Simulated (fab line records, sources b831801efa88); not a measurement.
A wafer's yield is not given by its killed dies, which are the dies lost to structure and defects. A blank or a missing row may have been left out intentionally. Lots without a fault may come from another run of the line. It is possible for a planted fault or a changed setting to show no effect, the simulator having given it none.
Problem report, 8D (eight disciplines) form, completed by code || flow gf180mcu || the parts of the form that need people (team, actions taken, sign-off) are left out

1. PROBLEM STATEMENT
V4_W_RS at GF_V4_RS_MEAS_24 reads a mean of 0.415 ohm/sq on 1 wafer of 1 lot; wafers without a fault read 0.329 ohm/sq with a standard deviation of 0.0033. That is +26 standard deviations from the usual mean.
The step: measures by four-point-probe.
Seen first at day 29 18:53 on film metro-04, wafer L516.6. The record holds 30 wafers of 10 lots with a number at this step. The rule behind "out" and "out of limits": a value lying over 4 standard deviations away from the usual mean. The rest of the wafers with a number are treated as sound.

2. WHAT IT IS, AND WHAT IT ISN'T
{"question": "which readings at this step", "is": "V4_W_RS", "is not": "-"}
{"question": "which lots", "is": "L516", "is not": "L500, L503, L506, L507, L509, L510, L511, L519, L521"}
{"question": "which wafers of those lots", "is": "L516.6", "is not": "L516.2, L516.4"}
{"question": "read on which gauges", "is": "film metro-04", "is not": "film metro-02, film metro-03"}
{"question": "when", "is": "from day 29 18:53", "is not": "up to then (23 sound wafers); but 6 sound wafers of L519, L521 came after"}

3. THE SUSPECTS, EACH WITH WHAT RULES IT OUT
Counting: a tool at a process step up to the reading stays a suspect if it ran every lot that is out. Sound lots after the first of them don't rule it out here, since some wafers of a struck lot are sound.
- the gauge at GF_V4_RS_MEAS_24: kept. All the wafers that are out were read on film metro-04, and no step on other tools shows them out.
- rie diel-03 at GF_V4_ETCH_16 (etches BARC in N2/H2): kept. It ran the lot that is out, L516 (day 29 17:59); its last sound lot up to then is L510 (day 28 18:03).
- cvd w-02 at GF_V4_CVD_23 (deposits W, target thk 350 nm, time 104.9 s): kept. It ran the lot that is out, L516 (day 29 18:45); its last sound lot up to then is L511 (day 28 19:50).
The count leaves rie diel-03 at GF_V4_ETCH_16, cvd w-02 at GF_V4_CVD_23, and film metro-04 at GF_V4_RS_MEAS_24.

4. THE CAUSE (what the simulator had put in)
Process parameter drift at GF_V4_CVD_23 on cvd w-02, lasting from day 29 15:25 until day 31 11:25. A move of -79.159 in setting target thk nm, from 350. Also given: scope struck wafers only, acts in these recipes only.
Of the 3 suspects that counting leaves, this tool is one.

5. THE CHAIN OF EFFECTS, in route order
Each row: a reading whose mean over the struck wafers that have a number lies more than 3 standard deviations from the usual. Scope: only readings with a usual standard deviation given in the record; hours: median across lots of the time from each lot's start at the first step in this table that gives one to its start at this step; sigmas: change in usual standard deviations.
{"hours": 0, "step": "GF_V4_RS_MEAS_24", "reading": "V4_W_RS", "usual": "0.329 ohm/sq", "on struck wafers": 0.415, "change": "+0.086", "sigmas": "+26"}
{"hours": 4, "step": "GF_V4_THK_MEAS_25", "reading": "V4_W_THK", "usual": "349 nm", "on struck wafers": 279, "change": -70, "sigmas": -17}
{"hours": 9, "step": "GF_V4_CMP_26", "reading": "time to endpoint s", "usual": "86 s", "on struck wafers": 70, "change": -16, "sigmas": -3.7}
Process steps it contains:
- GF_V4_CMP_26: polishes, stops on SiO2, t overpolish 15 s, target thk 0 nm.

6. HOW IT WOULD HAVE BEEN CAUGHT EARLIER
3 hours passed between the start of the fault at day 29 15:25 and the first reading out of limits at a measuring or inspecting step in this record, taken at day 29 18:53.
Of the tool readings at GF_V4_CVD_23 for which the record gives a usual standard deviation, none was out on any struck wafer, so an alarm limit of 4 standard deviations on them would not have fired.
All the lots that are out (1) had begun GF_V4_CVD_23 on cvd w-02 by day 29 18:53. Had the tool been put on hold then, not one of them would have been saved.
